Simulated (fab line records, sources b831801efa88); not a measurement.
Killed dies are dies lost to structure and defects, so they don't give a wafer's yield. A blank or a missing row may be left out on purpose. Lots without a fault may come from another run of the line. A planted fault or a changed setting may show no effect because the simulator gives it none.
Problem report in the 8D (eight disciplines) form, filled by code | flow sky130 | the parts of the form that need people (team, actions taken, sign-off) are left out

1. THE PROBLEM
bias_w at SKY_METAL3_METAL_ETCH_18 reads a mean of 39.24 W on 6 wafers of 2 lots; wafers without a fault read 48.48 W with a standard deviation of 0.15. That is -62 standard deviations from the usual mean.
The step: etches the open film in Cl2/BCl3, stops on SiO2, target depth 845 nm, time 183.1 s.
First seen on wafer L813.2, day 42 06:50, on rie_metal-03. The record holds 33 wafers of 11 lots with a number at this step. Rule for "out", or "out of limits": more than 4 standard deviations from the usual mean. The other wafers with a number count as sound.

2. WHAT IT IS AND WHAT IT IS NOT
question                    | is                     | is not
which readings at this step | bias_w                 | drypump_motor_current_A, oes_product_au
which lots                  | L813, L817             | L804, L805, L806, L808, L809, L821, L822, L823, L824
which wafers of those lots  | all that have a number | -
read on which tools         | rie_metal-03           | rie_metal-01, rie_metal-02
when                        | from day 42 06:50      | up to then (15 sound wafers); but 12 sound wafers of L821, L822, L823, L824 came after

3. SUSPECTS, AND WHAT RULES EACH OUT
Counting: a tool at a process step up to the reading stays a suspect if it ran every lot that is out and no sound lot after the first of them.
- rie_metal-03 at SKY_METAL3_METAL_ETCH_18 (etches the open film in Cl2/BCl3, stops on SiO2, target depth 845 nm, time 183.1 s): kept. It ran every lot that is out, first L813 (day 42 06:50), and no sound lot after that; its last sound lot up to then is L809 (day 40 21:23). Its own readings are out on those wafers: bias_w.
Left after counting: rie_metal-03 at SKY_METAL3_METAL_ETCH_18.

4. THE CAUSE (what the simulator had put in)
Process parameter drift: rie_metal-03, from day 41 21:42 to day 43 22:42, at SKY_METAL3_METAL_ETCH_18. Setting bias_w, moved by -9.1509, from 48.5. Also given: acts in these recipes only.
Counting left only this tool.

5. THE CHAIN OF EFFECTS, in route order
Each row: a reading whose mean over the struck wafers that have a number lies more than 3 standard deviations from the usual. Only readings for which the record gives a usual standard deviation are gone through. hours: the time from each lot's start at the first step in this table that gives one to its start at this step, as a median over the lots. sigmas: the change in usual standard deviations.
hours | step                     | reading                  | usual   | on struck wafers | change | sigmas
0     | SKY_METAL3_METAL_ETCH_18 | bias_w                   | 48.48 W | 39.24            | -9.24  | -62
0     | SKY_METAL3_STRIP_19      | strip_time_to_endpoint_s | 6.49 s  | 6.89             | +0.40  | +3.6
The process steps in it:
- SKY_METAL3_METAL_ETCH_18: etches the open film in Cl2/BCl3, stops on SiO2, target depth 845 nm, time 183.1 s.
- SKY_METAL3_STRIP_19: strips in O2/N2.
Later measuring or inspecting steps at which every struck wafer that the step has a row for has a number for every such reading, and none has moved that far: SKY_VIA3_CD_MEAS_12.

6. WHAT WOULD HAVE CAUGHT IT SOONER
In this record the first reading out of limits was taken at day 42 06:50, 9 hours after the fault began at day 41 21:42.
